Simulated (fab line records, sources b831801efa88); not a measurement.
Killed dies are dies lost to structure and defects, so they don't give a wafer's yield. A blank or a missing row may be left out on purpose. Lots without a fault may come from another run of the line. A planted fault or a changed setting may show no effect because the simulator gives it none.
Chamber matching | flow gf180mcu | GF_V3_CVD_00 on hdpcvd-02: 3 sister chambers
The step deposits SiO2, target thk 600 nm, time 100 s. 18 wafers are shown with their chamber, then 9 later ones without.

WAFERS WITH THEIR CHAMBER
wafer  | chamber | sih4_flow_sccm (sccm)
L465.2 | 0       | 60.25
L465.3 | 2       | 59.90
L465.5 | 2       | 59.98
L467.2 | 0       | 59.66
L467.4 | 1       | 60.25
L467.6 | 0       | 60.01
L470.3 | 1       | 59.69
L470.4 | 2       | 60.09
L470.5 | 0       | 60.11
L471.1 | 0       | 60.01
L471.2 | 1       | 59.94
L471.3 | 2       | 59.81
L472.1 | 1       | 59.95
L472.3 | 2       | 59.92
L472.5 | 1       | 59.71
L477.3 | 0       | 59.84
L477.4 | 2       | 59.66
L477.5 | 0       | 60.04

SIGNATURES (means of the wafers above)
reading        | chamber 0 | chamber 1 | chamber 2 | scatter within a chamber
sih4_flow_sccm | 59.9886   | 59.9080   | 59.8933   | 0.188
Rule: a wafer's distance from a chamber is the root of the sum, over the readings, of the square of ((its reading less the chamber's mean) divided by the reading's scatter). The wafer belongs to the nearest chamber; if the next one is less than 2 further off, it can't be placed. The scatter: the root of (the sum of the squares of (reading less its chamber's mean) over the shown wafers, divided by (wafers less chambers)).

WAFERS WITHOUT THEIR CHAMBER
wafer  | sih4_flow_sccm (sccm)
L484.3 | 60.10
L484.4 | 59.81
L484.5 | 59.95
L485.3 | 59.76
L485.5 | 59.74
L485.6 | 59.82
L486.2 | 59.95
L486.4 | 60.01
L486.6 | 59.95

WHICH CHAMBER EACH WENT THROUGH
wafer  | from the rows above          | in truth
L484.3 | can't be placed: 0 or 1 or 2 | 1
L484.4 | can't be placed: 2 or 1 or 0 | 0
L484.5 | can't be placed: 0 or 1 or 2 | 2
L485.3 | can't be placed: 2 or 1 or 0 | 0
L485.5 | can't be placed: 2 or 1 or 0 | 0
L485.6 | can't be placed: 2 or 1 or 0 | 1
L486.2 | can't be placed: 0 or 1 or 2 | 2
L486.4 | can't be placed: 0 or 1 or 2 | 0
L486.6 | can't be placed: 0 or 1 or 2 | 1
Placed correctly: 0 of 9. Can't be placed from these rows: 9 (the true chamber is among the candidates in 9). Placed wrongly: 0.
